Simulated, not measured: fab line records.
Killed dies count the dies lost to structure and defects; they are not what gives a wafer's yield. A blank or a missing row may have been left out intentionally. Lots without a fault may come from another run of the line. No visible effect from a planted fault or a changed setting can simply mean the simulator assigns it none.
Comparing a struck lot with a sound one + flow sky130 + 42 out of 708 route steps
Sound: these wafers, L732.2, L732.4, L732.6. Struck: wafers L736.1, L736.3, L736.5. At the end, the cause is stated.
Each step with rows lists, per side, the tool, then ch with its chambers, then its first start. Under that, the readings that differ: sound wafers + struck wafers + difference of the means + sigmas: that difference in standard deviations of wafers without a fault.
alike: readings with means less than 2 such deviations apart, plus words and numbers identical on both sides. not compared: withheld readings, readings lacking a value on some wafer, bounds such as >300 that could conceal the same value, and numbers that have no deviation in the record and whose values overlap.
The two part at a step that has a row with sigmas, a row that says differs or no value, or rows on one side only. Non-overlapping numbers with no deviation appear without sigmas and do not part them. Lack of a reading on every wafer of one side parts them only where that side has two or more wafers.

SKY_POLY_CUT_ETCH_10: etches BARC in N2/H2, stops on SiO2, time 45.9 s, target depth 60 nm.
  sound on rie_diel-02 ch 1,2,3, day 31 10:14; struck on rie_diel-02 ch 0,2,3, day 31 18:26
  alike: drypump_motor_current_A, oes_product_au, throttle_valve_pct
  not compared: rf_hours_counter_h
SKY_POLY_CUT_ETCH_11: etches Si3N4 in CF4/CH2F2/Ar, stops on poly-Si, time 42.5 s, target depth 60 nm.
  sound on rie_diel-02 ch 1,2,3, day 31 10:16; struck on rie_diel-02 ch 0,2,3, day 31 18:29
  alike: cf4_flow_sccm, ch2f2_flow_sccm, drypump_motor_current_A, oes_product_au, throttle_valve_pct
  not compared: rf_hours_counter_h
SKY_POLY_CUT_STRIP_12: strips in O2/N2.
  sound on plasma_asher-01 ch 1, day 31 10:19; struck on plasma_asher-02 ch 0,1, day 31 18:31
| reading                     | sound       | struck      | difference | sigmas |
|-----------------------------|-------------|-------------|------------|--------|
| drypump_motor_current_A (A) | 4.8 4.9 4.8 | 5.6 6.2 6.2 | +1.2       | +2     |
  alike: oes_product_au, strip_time_to_endpoint_s
  not compared: rf_hours_counter_h
then, 7 steps without rows for these wafers: SKY_SD_P_DEHYDRATE_00 (time 60 s); SKY_SD_P_HMDS_01 (prime time 60 s); SKY_SD_P_COAT_02 (resist thk 1140 nm); SKY_SD_P_SOFTBAKE_03 (time 60 s); SKY_SD_P_EXPOSE_04 (exposes mask PSDM, target cd 380 nm); SKY_SD_P_PEB_05; SKY_SD_P_DEVELOP_06 (develop time 60 s).
SKY_SD_P_CD_MEAS_07: target cd 380 nm.
  struck on cd_sem-01, day 32 21:29; sound on cd_sem-01, day 32 13:32
  alike: cd_nm
SKY_SD_P_OVL_MEAS_08:
  struck on overlay-01, day 32 21:37; sound on overlay-02, day 32 13:38
  alike: SD_P_OVL
SKY_SD_P_IMPLANT_09:
  struck on implanter-01, day 32 21:39; sound on implanter-04 ch 0, day 32 13:41
  no value came back on the struck wafers for beam_energy_keV, beam_on_s (s); on the sound wafers beam_energy_keV reads 20.002 19.999 20.004
SKY_SD_P_STRIP_10: strips in O2/N2.
  sound on plasma_asher-01 ch 0,1, day 32 13:49; struck on plasma_asher-03 ch 0,1, day 32 21:48
| reading                      | sound             | struck            | difference | sigmas |
|------------------------------|-------------------|-------------------|------------|--------|
| oes_product_au (a.u.)        | 0.624 0.610 0.616 | 0.715 0.717 0.717 | +0.100     | +23    |
| strip_time_to_endpoint_s (s) | 17.54 17.50 17.53 | 14.15 14.19 14.16 | -3.36      | -76    |
  alike: drypump_motor_current_A
  not compared: rf_hours_counter_h
SKY_SD_P_TW_MEAS_11:
  struck on film_metro-03, day 32 21:54; sound on film_metro-02, day 32 13:55
| reading | sound          | struck   | difference | sigmas      |
|---------|----------------|----------|------------|-------------|
| SD_P_TW | 2822 2822 2806 | 30 30 30 | -2787      | -99 or more |
then, 8 steps without rows for these wafers: SKY_RES_XHIGH_DEHYDRATE_00 (time 60 s); SKY_RES_XHIGH_HMDS_01 (prime time 60 s); SKY_RES_XHIGH_COAT_02 (resist thk 1140 nm); SKY_RES_XHIGH_SOFTBAKE_03 (time 60 s); SKY_RES_XHIGH_EXPOSE_04 (exposes mask URPM, target cd 1270 nm); SKY_RES_XHIGH_PEB_05; SKY_RES_XHIGH_DEVELOP_06 (develop time 60 s); SKY_RES_XHIGH_IMPLANT_07.
SKY_RES_XHIGH_STRIP_08: strips in O2/N2.
  sound on plasma_asher-02 ch 0,1, day 33 16:25; struck on plasma_asher-04 ch 0,1, day 33 23:58
| reading                      | sound             | struck            | difference | sigmas |
|------------------------------|-------------------|-------------------|------------|--------|
| strip_time_to_endpoint_s (s) | 14.33 14.34 14.38 | 14.27 14.24 14.26 | -0.09      | -2     |
  alike: drypump_motor_current_A, oes_product_au
  not compared: rf_hours_counter_h
SKY_RES_XHIGH_TW_MEAS_09:
  struck on film_metro-01, day 34 00:04; sound on film_metro-02, day 33 16:32
  alike: RES_XHIGH_TW
then, 7 steps without rows for these wafers: SKY_SD_N_DEHYDRATE_00 (time 60 s); SKY_SD_N_HMDS_01 (prime time 60 s); SKY_SD_N_COAT_02 (resist thk 1140 nm); SKY_SD_N_SOFTBAKE_03 (time 60 s); SKY_SD_N_EXPOSE_04 (exposes mask NSDM, target cd 380 nm); SKY_SD_N_PEB_05; SKY_SD_N_DEVELOP_06 (develop time 60 s).
SKY_SD_N_CD_MEAS_07: target cd 380 nm.
  struck on cd_sem-01, day 35 01:34; sound on cd_sem-01, day 34 18:34
  alike: cd_nm
SKY_SD_N_OVL_MEAS_08:
  struck on overlay-01, day 35 01:41; sound on overlay-01, day 34 18:40
  alike: SD_N_OVL
then, 2 steps without rows for these wafers: SKY_SD_N_IMPLANT_09; SKY_SD_N_IMPLANT_10.
SKY_SD_N_STRIP_11: strips in O2/N2.
  sound on plasma_asher-02 ch 1, day 34 18:59; struck on plasma_asher-03 ch 0,1, day 35 02:01
  alike: drypump_motor_current_A, oes_product_au, strip_time_to_endpoint_s
  not compared: rf_hours_counter_h
SKY_SD_N_TW_MEAS_12:
  struck on film_metro-03, day 35 02:07; sound on film_metro-03, day 34 19:06
  alike: SD_N_TW
then, 2 steps without rows for these wafers: SKY_SD_N_CLEAN_13 (cleans in SC1/SC2, time 150 s); SKY_SD_N_RTA_14 (time 2 s).
SKY_SD_N_RS_MEAS_16: the measuring method here is four-point-probe.
  struck on film_metro-03, day 35 02:28; sound on film_metro-01, day 34 19:24
  alike: SD_N_RS
SKY_SD_N_RS_MEAS_17: the measuring method here is four-point-probe.
  struck on film_metro-03, day 35 02:35; sound on film_metro-01, day 34 19:31
| reading          | sound             | struck            | difference | sigmas |
|------------------|-------------------|-------------------|------------|--------|
| SD_P_RS (ohm/sq) | 147.3 147.3 146.9 | 132.9 133.0 132.8 | -14.3      | -39    |

## WHERE THEY PART
Last at SKY_SD_N_RS_MEAS_17 as far as this record goes, first at SKY_POLY_CUT_STRIP_12.

WHY: what had been put in by the simulator
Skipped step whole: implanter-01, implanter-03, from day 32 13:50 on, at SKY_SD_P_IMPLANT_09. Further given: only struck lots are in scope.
